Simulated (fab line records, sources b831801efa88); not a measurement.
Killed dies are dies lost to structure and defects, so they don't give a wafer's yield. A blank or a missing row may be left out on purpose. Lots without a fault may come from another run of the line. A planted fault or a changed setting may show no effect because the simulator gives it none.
A struck lot beside a sound one | flow sky130 | 15 steps out of a route of 708
Sound: wafers L392.1, L392.3, L392.6. Struck: wafers L400.1, L400.2, L400.3. The cause comes at the end.
At each step with rows: each side's tool, then ch and its chambers, then its first start. Under that, the readings that differ: sound wafers | struck wafers | difference of the means | sigmas: that difference in standard deviations of wafers without a fault.
alike: readings whose means differ by less than 2 such deviations, and words and numbers that are the same on both sides. not compared: withheld readings, readings that some wafer has no value for, bounds like >300 that may hide the same value, and numbers for which the record gives no deviation and whose values overlap.
The two part at a step that has a row with sigmas, a row that says differs or no value, or rows on one side only. Numbers that don't overlap but have no deviation are shown without sigmas and don't part them. A reading that every wafer of one side lacks parts them only if that side has two wafers or more.

first, 1 step without rows for these wafers: SKY_SONOS_ONO_CVD_04 (deposits SiO2 from SiH4/N2O, target thk 5.7199 nm).
SKY_SONOS_ONO_THK_MEAS_05:
  sound on film_metro-01, day 12 08:32; struck on film_metro-01, day 15 05:23
  alike: SONOS_ONO_CVD_04_THK
then, 7 steps without rows for these wafers: SKY_SONOS_ONO_DEHYDRATE_06 (time 60 s); SKY_SONOS_ONO_HMDS_07 (prime time 60 s); SKY_SONOS_ONO_COAT_08 (resist thk 1140 nm); SKY_SONOS_ONO_SOFTBAKE_09 (time 60 s); SKY_SONOS_ONO_EXPOSE_10 (exposes mask ONOM, target cd 410 nm); SKY_SONOS_ONO_PEB_11; SKY_SONOS_ONO_DEVELOP_12 (develop time 60 s).
SKY_SONOS_ONO_CD_MEAS_13: target cd 410 nm.
  sound on cd_sem-02, day 13 08:58; struck on cd_sem-02, day 16 08:48
  reading    | sound             | struck            | difference | sigmas
  cd_nm (nm) | 408.5 409.6 408.5 | 416.9 414.9 414.9 | +6.7       | +3
SKY_SONOS_ONO_OVL_MEAS_14:
  sound on overlay-02, day 13 09:05; struck on overlay-02, day 16 08:55
  reading            | sound       | struck         | difference | sigmas
  SONOS_ONO_OVL (nm) | 1.3 1.5 0.1 | -1.8 -3.3 -3.4 | -3.8       | -2
SKY_SONOS_ONO_ETCH_15: etches the open film in CHF3/O2, target depth 19.52 nm, time 7.8 s.
  sound on rie_diel-03 ch 0,1,2, day 13 09:07; struck on rie_diel-04 ch 0,2,3, day 16 08:58
  alike: chamber_pressure_mTorr, drypump_motor_current_A, oes_product_au, rf_fwd_power_W, throttle_valve_pct
  not compared: rf_hours_counter_h
SKY_SONOS_ONO_WET_ETCH_16: etches SiO2 in dHF, target depth 14 nm, time 280 s.
  sound on wet_bench-01 ch 1, day 13 09:08; struck on wet_bench-01 ch 3, day 16 08:59
  reading          | sound             | struck            | difference | sigmas
  run_length_s (s) | 307.7 307.7 307.7 | 295.3 295.3 295.3 | -12.4      | -5
SKY_SONOS_ONO_STRIP_17: strips in O2/N2.
  sound on plasma_asher-01 ch 0, day 13 09:13; struck on plasma_asher-02 ch 0,1, day 16 09:04
  alike: chamber_pressure_mTorr, drypump_motor_current_A, oes_product_au, strip_time_to_endpoint_s
  not compared: rf_hours_counter_h
-- the record jumps here: 32 days lie between the struck wafers' starts before and after (it left off in module SONOS_ONO and takes up again in module PAD_OPEN, whose first step shown is number 708 of the route) --
SKY_PAD_OPEN_PROBE_99:
  sound on prober-01, day 46 08:53; struck on prober-01, day 48 13:35
  reading         | sound | struck | difference | sigmas
  killed_at_M4_up | 4 4 4 | 0 1 1  | -3         | -2
  alike: killed_at_M0_to_M3, killed_at_contacts, killed_at_front_end, killed_at_other, killed_dies, killed_open, killed_short

WHERE THEY PART
First at SKY_SONOS_ONO_CD_MEAS_13; last, within this record, at SKY_PAD_OPEN_PROBE_99.

WHY: what the simulator had put in
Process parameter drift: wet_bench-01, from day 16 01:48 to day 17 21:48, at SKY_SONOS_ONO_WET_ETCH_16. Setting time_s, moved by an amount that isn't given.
